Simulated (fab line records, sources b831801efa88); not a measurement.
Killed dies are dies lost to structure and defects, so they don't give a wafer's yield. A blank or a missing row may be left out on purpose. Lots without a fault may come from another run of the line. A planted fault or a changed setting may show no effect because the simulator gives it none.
Which tool did it? | flow sky130 | 12 lots, 36 wafers sampled, at 1 step of a route of 708

WHAT THE GAUGES READ, wafer by wafer
SKY_CAPM_OVL_MEAS_12.
lot  | measured     | on         | CAPM_OVL (nm)
L075 | day 38 05:13 | overlay-01 | -1.5 0.4 0.5
L077 | day 38 23:57 | overlay-02 | 2.5 -1.0 1.3
L080 | day 39 19:15 | overlay-02 | -1.6 0.6 -0.7
L081 | day 39 21:40 | overlay-01 | -0.8 -2.5 -2.2
L083 | day 40 19:33 | overlay-02 | 3.2 -0.1 0.5
L084 | day 41 06:15 | overlay-01 | -4.2 -1.7 -1.9
L087 | day 41 19:49 | overlay-01 | -2.3 -0.7 -1.0
L089 | day 42 09:27 | overlay-02 | 2.2 0.0 0.7
L092 | day 43 04:46 | overlay-01 | 1.1 0.7 1.7
L093 | day 43 11:36 | overlay-01 | 0.5 1.5 0.3
L096 | day 44 02:31 | overlay-02 | 2.1 0.7 1.7
L097 | day 44 20:00 | overlay-01 | -2.1 -1.9 -0.9

WHICH TOOL RAN EACH LOT (tool, then ch and the chambers of the sampled wafers, then the start)
The record holds no process step before these readings.

THE ANSWER, worked out from the rows above alone
Rule: what is usual is taken from the lots themselves. Put in order of their means at a reading, lots are off if they are a third of the lots or fewer, leave a main group of 4 or more, and stand apart from it by a gap of 3 or more times the standard deviation of the main group's means; of several such gaps the widest counts. A main group whose means are all the same, to the digits that the tables above print for the reading, isn't used. A lot without any number at a reading at which 4 lots or more have one is off too. The other lots that the step has rows for count as sound.
No lot is off at any reading shown: from this, nothing can be told.

WHAT THE SIMULATOR HAD PUT IN
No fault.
